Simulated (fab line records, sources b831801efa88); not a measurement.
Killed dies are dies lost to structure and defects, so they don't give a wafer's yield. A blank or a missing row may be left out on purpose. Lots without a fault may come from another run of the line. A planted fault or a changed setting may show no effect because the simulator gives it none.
fab line records | flow sky130
record lots=6 wafers=18 last_day=50
route steps=708 shown VIA3@575 PAD_OPEN@708
lots that met no fault: from a run of the same line without faults
start_h: hours from the record's first day to the start of the lot's first wafer shown | wait_h: hours since the lot's step before | " the same as in the row above | L1.1+2: a row that stands for several wafers | - no value, or no start given | * or withheld: withheld | < > ~ a bound
route shown NAME@n: a module of which the file shows steps, and the number in the route of the first | usual: mean/standard deviation of fault-free wafers | same: alike in all rows | chamber/n: place in a boat | sites: the reading at each site | _std_site: their standard deviation | _edge_site: outer sites' mean less inner sites' | radius_mm: how far each site lies from the wafer's centre | mask NAME#n: copy n | behind: the tool/chamber that last shaped the wafer | hold: why the lot was held/for how many hours/how that ended | device: the transistor (n, p or np) that didn't switch | end of line: the same wafers' tests at the end of the route | a step without rows: its recipe alone | killed: dies lost to structure and defects at the first sort, not the wafer's yield | map: a wafer's dies, x killed, . not, _ none there
set.NAME: the setting as run; set.NAME@STEP: as run at that earlier step | model.NAME: the simulator's own value behind a step, which no gauge read
lots at some steps of the route; a table a step, a row a wafer
services: from which hour (start_h, from the record's first day; less than 0 if before it) a tool's chamber was out of use, for how many hours, and why
## steps
# step SKY_VIA3_CMP_02
# recipe material=SiO2 down_force_psi=4 platen_rpm=60 pad_velocity_m_s=0.94248
# usual motor_current_A=12.7/1.4 slurry_filter_dp_kPa=13.50/0.12
# columns lot.wafer tool chamber start_h wait_h motor_current_A slurry_filter_dp_kPa
L982.3 cmp-02 2 917.10 0.1 12.2 13.41
L982.5 " 0 " " 12.4 13.27
L982.6 " 1 " " 11.6 13.55
L983.2 cmp-02 0 920.60 0.3 13.8 13.73
L983.3 " 2 " " 11.9 13.65
L983.1 " 3 " " 14.4 13.62
L989.3 cmp-02 3 983.43 0.1 14.5 13.51
L989.6 " 2 " " 11.6 13.62
L989.5 " 3 " " 13.6 13.47
L100.4 cmp-01 2 1039.24 0.1 15.9 13.48
L100.6 " 1 " " 10.5 13.73
L100.5 " 2 " " 15.6 13.50
L101.1 cmp-02 1 1045.93 0.1 11.3 13.28
L101.6 " 0 " " 12.0 13.43
L101.5 " 1 " " 11.8 13.67
L102.3 cmp-01 0 1052.17 0.0 12.2 13.54
L102.2 " 1 " " 11.8 13.64
L102.4 " 2 " " 14.5 13.54
# step SKY_VIA3_BOW_MEAS_03
# recipe mode=bow
# usual VIA3_BOW=78/7.5
# columns lot.wafer tool chamber start_h wait_h VIA3_BOW[um]
L982.3 film_metro-01 - 917.34 0.2 71
L982.5 " - " " 79
L982.6 " - " " 76
L983.1 film_metro-03 - 920.90 0.1 99
L983.2 " - " " 84
L983.3 " - " " 87
L989.3 film_metro-01 - 983.72 0.2 78
L989.5 " - " " 76
L989.6 " - " " 77
L100.4 film_metro-04 - 1039.55 0.3 87
L100.5 " - " " 79
L100.6 " - " " 79
L101.1 film_metro-03 - 1046.18 0.2 72
L101.5 " - " " 82
L101.6 " - " " 75
L102.2 film_metro-01 - 1052.49 0.2 72
L102.3 " - " " 81
L102.4 " - " " 78
# step SKY_VIA3_DEHYDRATE_04
# recipe temp_c=200 time_s=60
# step SKY_VIA3_HMDS_05
# recipe prime_time_s=60 prime_temp_c=120
# step SKY_VIA3_COAT_06
# recipe resist=BARC temp_c=withheld time_s=withheld spin_rpm=3000 resist_thk_nm=60
# step SKY_VIA3_COAT_07
# recipe resist=KrF-thick spin_rpm=3000 resist_thk_nm=450
# step SKY_VIA3_SOFTBAKE_08
# recipe temp_c=100 time_s=90 resist=KrF-thick
# step SKY_VIA3_EXPOSE_09
# recipe mask_id=VIM3 na=0.8 source_shape=annular sigma_inner=0.55 sigma_outer=0.85 target_cd_nm=200 dose_mj=38
# step SKY_VIA3_PEB_10
# recipe peb_temp_c=withheld peb_time_s=withheld resist=KrF-thick
# step SKY_VIA3_DEVELOP_11
# recipe develop_time_s=60 resist=KrF-thick dev_temp_c=21
# step SKY_VIA3_CD_MEAS_12
# recipe target_cd_nm=200
# usual cd_nm=199.5/1.5
# columns lot.wafer tool chamber start_h wait_h cd_nm
L982.3 cd_sem-02 - 942.07 - 196.2
L982.5 " - " " 195.9
L982.6 " - " " 195.9
L983.1 cd_sem-02 - 945.67 - 200.8
L983.2 " - " " 200.1
L983.3 " - " " 199.6
L989.3 cd_sem-02 - 1007.41 - 196.9
L989.5 " - " " 197.9
L989.6 " - " " 197.6
L100.4 cd_sem-02 - 1061.68 - 201.9
L100.5 " - " " 199.8
L100.6 " - " " 201.6
L101.1 cd_sem-01 - 1067.43 - 199.8
L101.5 " - " " 200.9
L101.6 " - " " 201.0
L102.2 cd_sem-02 - 1073.55 - 196.8
L102.3 " - " " 197.5
L102.4 " - " " 197.4
# step SKY_VIA3_OVL_MEAS_13
# usual VIA3_OVL=-1/4.8
# columns lot.wafer tool chamber start_h wait_h VIA3_OVL[nm]
L982.3 overlay-02 - 942.16 0.1 0
L982.5 " - " " 5
L982.6 " - " " -4
L983.1 overlay-01 - 945.79 0.1 -6
L983.2 " - " " 0
L983.3 " - " " -6
L989.3 overlay-02 - 1007.50 0.1 2
L989.5 " - " " 1
L989.6 " - " " 2
L100.4 overlay-01 - 1061.76 0.1 -10
L100.5 " - " " -3
L100.6 " - " " -4
L101.1 overlay-01 - 1067.55 0.1 4
L101.5 " - " " -3
L101.6 " - " " 4
L102.2 overlay-01 - 1073.66 0.1 4
L102.3 " - " " 9
L102.4 " - " " 5
# step SKY_VIA3_ETCH_14
# recipe chemistry=N2/H2 target=BARC ion_energy_ev=200 source_w=500 bias_w=100 pressure_mtorr=30 n2_flow_sccm=100 h2_flow_sccm=200 stop_on=SiO2 time_s=45.9 target_depth_a=600
# usual chamber_pressure_mTorr=30.002/0.027 drypump_motor_current_A=5.5/0.39 oes_product_au=0.854/0.005 rf_fwd_power_W=494.5/1.9 throttle_valve_pct=13.226/0.0085
# columns lot.wafer tool chamber start_h wait_h chamber_pressure_mTorr drypump_motor_current_A oes_product_au rf_fwd_power_W rf_hours_counter_h throttle_valve_pct
L982.3 rie_diel-01 0 942.19 0.0 29.974 5.0 0.852 497.7 17 13.220
L982.5 " 0 " " 29.967 5.0 0.855 495.7 - 13.231
L982.6 " 1 " " 30.005 5.5 0.848 495.0 - 13.236
L983.1 rie_diel-02 0 945.83 0.0 29.979 5.7 0.857 494.7 3 13.225
L983.2 " 2 " " 30.025 6.3 0.851 493.2 6 13.218
L983.3 " 3 " " 29.989 5.4 0.853 493.2 4 13.221
L989.3 rie_diel-04 2 1007.53 0.0 29.937 5.2 0.849 495.1 25 13.231
L989.5 " 1 " " 30.020 6.2 0.852 494.8 - 13.234
L989.6 " 0 " " 30.037 5.1 0.850 494.3 - 13.218
L100.4 rie_diel-01 0 1061.78 0.0 23.984 5.0 0.847 498.2 22 13.209
L100.5 " 2 " " 24.001 5.8 0.864 493.2 - 13.224
L100.6 " 1 " " 24.049 5.5 0.846 494.3 - 13.228
L101.1 rie_diel-01 0 1067.59 0.0 23.966 5.0 0.856 493.7 22 13.212
L101.5 " 0 " " 24.007 5.0 0.850 494.3 - 13.226
L101.6 " 3 " " 24.035 5.5 0.846 495.5 - 13.225
L102.2 rie_diel-04 2 1073.69 0.0 30.004 5.2 0.852 496.8 28 13.229
L102.3 " 3 " " 30.014 5.1 0.856 492.5 27 13.222
L102.4 " 0 " " 29.945 5.1 0.860 495.9 13 13.221
# step SKY_VIA3_ETCH_15
# recipe target=SiO2 chemistry=C4F8/O2/Ar target_depth_nm=507 stop_on=TiN mask_material=KrF-thick source_w=1500 bias_w=1200 pressure_mtorr=40 c4f8_flow_sccm=withheld O2_flow_sccm=6 Ar_flow_sccm=300 time_s=78
# usual chamber_pressure_mTorr=40.00/0.04 oes_product_au=0.945/0.0049 rf_fwd_power_W=1488/5.4
# columns lot.wafer tool chamber start_h wait_h chamber_pressure_mTorr oes_product_au rf_fwd_power_W rf_hours_counter_h
L982.3 rie_diel-01 0 942.23 0.0 39.96 0.945 1490 17
L982.5 " 0 " " 39.99 0.944 1495 -
L982.6 " 1 " " 39.98 0.949 1484 -
L983.1 rie_diel-02 0 945.87 0.0 39.95 0.938 1495 3
L983.2 " 2 " " 40.03 0.944 1475 6
L983.3 " 3 " " 40.04 0.946 1486 4
L989.3 rie_diel-04 2 1007.57 0.0 40.03 0.940 1483 25
L989.5 " 1 " " 40.04 0.952 1480 -
L989.6 " 0 " " 40.00 0.938 1494 -
L100.4 rie_diel-01 0 1061.82 0.0 40.04 0.948 1493 22
L100.5 " 2 " " 39.97 0.942 1487 -
L100.6 " 1 " " 40.08 0.951 1484 -
L101.1 rie_diel-01 0 1067.63 0.0 40.03 0.951 1492 22
L101.5 " 0 " " 40.00 0.947 1498 -
L101.6 " 3 " " 40.03 0.949 1485 -
L102.2 rie_diel-04 2 1073.73 0.0 39.97 0.949 1489 28
L102.3 " 3 " " 40.05 0.945 1482 27
L102.4 " 0 " " 39.94 0.946 1484 13
# step SKY_PAD_OPEN_PROBE_99
# usual defect_limited_yield=82.2/1.8 killed_at_M0_to_M3=43/6.6 killed_at_M4_up=3.2/1.9 killed_at_contacts=25/5.3 killed_at_front_end=16/4.5 killed_at_other=0.3/0.63 killed_dies=87/8.9 killed_open=48/7.9 killed_short=39/5.3 sort_bin_3_pad_short=0.8/0.38 sort_bin_5_function=10.5/1.5 sort_bin_6_memory=6.4/1.2 sort_n_pass=405/8.9 sort_yield_pct=82.2/1.8
# same gross_dies=492 killed_at_back_side=0 sort_bin_4_leakage[%]=0 sort_bin_8_speed[%]=0
# columns lot.wafer tool chamber start_h wait_h defect_limited_yield[%] killed_at_M0_to_M3 killed_at_M4_up killed_at_contacts killed_at_front_end killed_at_other killed_dies killed_open killed_short sort_bin_3_pad_short[%] sort_bin_5_function[%] sort_bin_6_memory[%] sort_n_pass sort_yield_pct[%]
L982.3 prober-01 - 1088.09 0.2 80.5 50 1 25 20 0 96 56 38 1.2 11.0 7.3 396 80.5
L982.5 prober-01 - 1088.19 0.2 79.1 40 5 35 23 0 103 53 49 1.0 13.0 6.9 389 79.1
L982.6 prober-01 - 1088.24 0.2 81.9 35 7 31 16 0 89 44 44 1.2 9.1 7.7 403 81.9
L983.1 prober-02 - 1089.24 0.1 83.5 36 3 27 14 1 81 36 43 0.6 8.9 6.9 411 83.5
L983.2 prober-02 - 1089.29 0.1 82.3 46 2 30 8 1 87 44 41 0.8 10.2 6.7 405 82.3
L983.3 prober-02 - 1089.34 0.2 81.7 45 5 28 12 0 90 45 43 1.0 8.7 8.5 402 81.7
L989.3 prober-02 - 1139.60 0.2 82.9 48 2 22 12 0 84 43 41 0.8 9.1 7.1 408 82.9
L989.5 prober-02 - 1139.70 0.2 84.6 37 2 27 10 0 76 43 33 0.6 7.3 7.5 416 84.6
L989.6 prober-02 - 1139.75 0.2 80.5 44 5 34 13 0 96 63 33 1.4 12.0 6.1 396 80.5
L100.4 prober-01 - 1183.85 0.2 86.0 29 8 26 6 0 69 36 33 1.2 8.1 4.7 423 86.0
L100.5 prober-01 - 1183.90 0.2 79.3 51 8 36 7 0 102 62 40 0.6 11.0 9.1 390 79.3
L100.6 prober-01 - 1183.95 0.2 82.9 38 3 25 18 0 84 49 35 1.2 8.9 6.9 408 82.9
L101.1 prober-02 - 1189.36 0.1 82.9 45 3 27 9 0 84 56 28 0.6 10.6 5.9 408 82.9
L101.5 prober-02 - 1189.56 0.2 78.9 49 1 30 23 1 104 62 42 0.6 10.6 10.0 388 78.9
L101.6 prober-02 - 1189.61 0.2 81.9 46 1 17 24 1 89 54 35 0.8 9.8 7.5 403 81.9
L102.2 prober-01 - 1193.05 0.1 80.3 45 6 28 18 0 97 44 52 1.0 11.8 6.9 395 80.3
L102.3 prober-01 - 1193.10 0.2 81.3 41 2 29 20 0 92 52 40 1.0 8.5 9.1 400 81.3
L102.4 prober-01 - 1193.15 0.2 79.5 36 4 38 23 0 101 52 49 0.6 12.4 7.5 391 79.5
# killed by level:class
L982.3 CONTACT:geometric_particle:open=12 VIA1:geometric_particle:open=11 VIA2:geometric_particle:open=8 CONTACT:geometric_particle:short=7 VIA3:geometric_particle:open=7 POLY_GATE:geometric_particle:open=6 METAL1:geometric_particle:short=5 VIA1:geometric_particle:short=5
L982.5 VIA1:geometric_particle:open=14 CONTACT:geometric_particle:open=12 CONTACT:geometric_particle:short=8 LI_CONTACT:geometric_particle:open=7 METAL1:geometric_particle:short=6 POLY_GATE:geometric_particle:open=5 LOCAL_INTERCONNECT:geometric_particle:short=5 METAL4:geometric_particle:short=5
L982.6 CONTACT:geometric_particle:open=11 LI_CONTACT:geometric_particle:open=7 VIA1:geometric_particle:open=7 METAL1:geometric_particle:short=6 CONTACT:geometric_particle:short=5 VIA1:geometric_particle:short=5 METAL2:geometric_particle:short=5 VIA3:geometric_particle:open=5
L983.1 CONTACT:geometric_particle:open=8 LI_CONTACT:geometric_particle:open=7 VIA1:geometric_particle:open=6 LOCAL_INTERCONNECT:geometric_particle:short=5 CONTACT:geometric_particle:short=5 VIA1:geometric_particle:short=5 METAL3:geometric_particle:short=5 METAL1:geometric_particle:short=4
L983.2 CONTACT:geometric_particle:open=13 LI_CONTACT:geometric_particle:open=7 METAL2:geometric_particle:short=7 VIA1:geometric_particle:open=7 VIA1:geometric_particle:short=6 VIA3:geometric_particle:open=5 VIA2:geometric_particle:short=5 LI_CONTACT:geometric_particle:short=4
L983.3 CONTACT:geometric_particle:open=16 VIA1:geometric_particle:open=7 VIA3:geometric_particle:open=7 VIA1:geometric_particle:short=6 METAL1:geometric_particle:short=6 METAL2:geometric_particle:short=6 CONTACT:geometric_particle:short=5 FIELD_ISO:geometric_particle:open=4
L989.3 VIA1:geometric_particle:open=15 CONTACT:geometric_particle:short=8 METAL2:geometric_particle:short=7 METAL1:geometric_particle:short=6 CONTACT:geometric_particle:open=5 VIA2:geometric_particle:open=5 VIA1:geometric_particle:short=4 LI_CONTACT:geometric_particle:open=4
L989.5 CONTACT:geometric_particle:open=9 VIA1:geometric_particle:open=9 VIA3:geometric_particle:open=7 LI_CONTACT:geometric_particle:open=6 VIA2:geometric_particle:open=5 LOCAL_INTERCONNECT:geometric_particle:short=4 METAL1:geometric_particle:short=4 METAL2:geometric_particle:short=4
L989.6 VIA2:geometric_particle:open=12 VIA1:geometric_particle:open=10 CONTACT:geometric_particle:open=10 VIA3:geometric_particle:open=10 LI_CONTACT:geometric_particle:open=8 LOCAL_INTERCONNECT:geometric_particle:short=8 METAL1:geometric_particle:short=5 POLY_GATE:geometric_particle:open=4
L100.4 VIA1:geometric_particle:open=9 CONTACT:geometric_particle:open=7 LI_CONTACT:geometric_particle:open=6 LOCAL_INTERCONNECT:geometric_particle:short=5 METAL2:geometric_particle:short=5 METAL4:geometric_particle:short=5 CONTACT:geometric_particle:short=4 METAL1:geometric_particle:short=3
L100.5 LI_CONTACT:geometric_particle:open=19 VIA1:geometric_particle:open=11 VIA2:geometric_particle:open=10 METAL2:geometric_particle:short=8 CONTACT:geometric_particle:open=7 METAL1:geometric_particle:short=6 METAL4:geometric_particle:short=5 CONTACT:geometric_particle:short=4
L100.6 CONTACT:geometric_particle:open=14 VIA1:geometric_particle:open=10 METAL1:geometric_particle:short=7 VIA2:geometric_particle:open=6 FIELD_ISO:geometric_particle:short=5 METAL2:geometric_particle:short=5 LI_CONTACT:geometric_particle:open=4 FIELD_ISO:geometric_particle:open=3
L101.1 VIA1:geometric_particle:open=13 CONTACT:geometric_particle:open=10 VIA3:geometric_particle:open=8 LI_CONTACT:geometric_particle:open=7 VIA2:geometric_particle:open=6 FIELD_ISO:geometric_particle:open=5 CONTACT:geometric_particle:short=4 METAL1:geometric_particle:short=4
L101.5 LI_CONTACT:geometric_particle:open=12 VIA1:geometric_particle:open=12 VIA2:geometric_particle:open=9 POLY_GATE:geometric_particle:short=8 CONTACT:geometric_particle:open=7 POLY_GATE:geometric_particle:open=5 METAL1:geometric_particle:short=5 VIA1:geometric_particle:short=5
L101.6 VIA1:geometric_particle:open=14 FIELD_ISO:geometric_particle:open=10 VIA1:geometric_particle:short=7 METAL1:geometric_particle:short=7 POLY_GATE:geometric_particle:open=5 LI_CONTACT:geometric_particle:open=5 VIA3:geometric_particle:open=5 LOCAL_INTERCONNECT:geometric_particle:short=4
L102.2 CONTACT:geometric_particle:open=14 METAL2:geometric_particle:short=8 METAL1:geometric_particle:short=7 CONTACT:geometric_particle:short=7 POLY_GATE:geometric_particle:short=5 VIA2:geometric_particle:short=5 VIA1:geometric_particle:open=5 VIA3:geometric_particle:open=5
L102.3 CONTACT:geometric_particle:open=16 VIA1:geometric_particle:open=11 CONTACT:geometric_particle:short=7 FIELD_ISO:geometric_particle:open=5 FIELD_ISO:geometric_particle:short=5 VIA1:geometric_particle:short=5 VIA2:geometric_particle:open=5 LI_CONTACT:geometric_particle:open=4
L102.4 LI_CONTACT:geometric_particle:open=14 CONTACT:geometric_particle:open=11 METAL2:geometric_particle:short=10 FIELD_ISO:geometric_particle:open=6 VIA1:geometric_particle:short=6 POLY_GATE:geometric_particle:short=5 CONTACT:geometric_particle:short=5 VIA1:geometric_particle:open=5
## services
# columns tool chamber start_h hours kind
rie_diel-04 2 896.27 6.9 repair
cmp-02 - 898.00 6.5 pm
cmp-02 - 899.73 1.8 repair
cmp-01 - 912.00 4.0 pm
cmp-01 - 916.00 - consumable_replace:conditioner
cmp-01 - 916.00 - consumable_replace:pad
cmp-01 - 916.00 5.4 pm
rie_diel-01 - 922.82 14.7 repair
cmp-02 - 926.81 0.7 repair
rie_diel-01 2 937.72 11.0 repair
cmp-02 - 940.39 0.5 repair
rie_diel-02 0 1003.12 4.2 repair
rie_diel-01 1 1006.71 16.7 repair
rie_diel-02 1 1026.52 6.1 repair
rie_diel-01 - 1030.96 0.5 repair
rie_diel-04 0 1050.46 19.6 repair
cmp-01 - 1052.79 0.2 repair
rie_diel-04 - 1053.70 0.2 repair
cmp-02 - 1067.79 0.4 repair
## key
first_sign step=SKY_VIA3_ETCH_14 reading=chamber_pressure_mTorr direction=down sigmas=99+ usual=30.002 struck=24.007
effect none on later readings
met_at SKY_VIA3_ETCH_14
struck_wafers L100.4,L100.5,L100.6,L101.1,L101.5,L101.6
onset_between 942.19 1061.78
fault kind=process_parameter_drift tool=rie_diel-01 chamber=- onset_h=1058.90 steps=SKY_VIA3_ETCH_14 channel=pressure_mtorr offset=-6 shape=step end_h=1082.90 acts_in=these_recipes_only stated=30
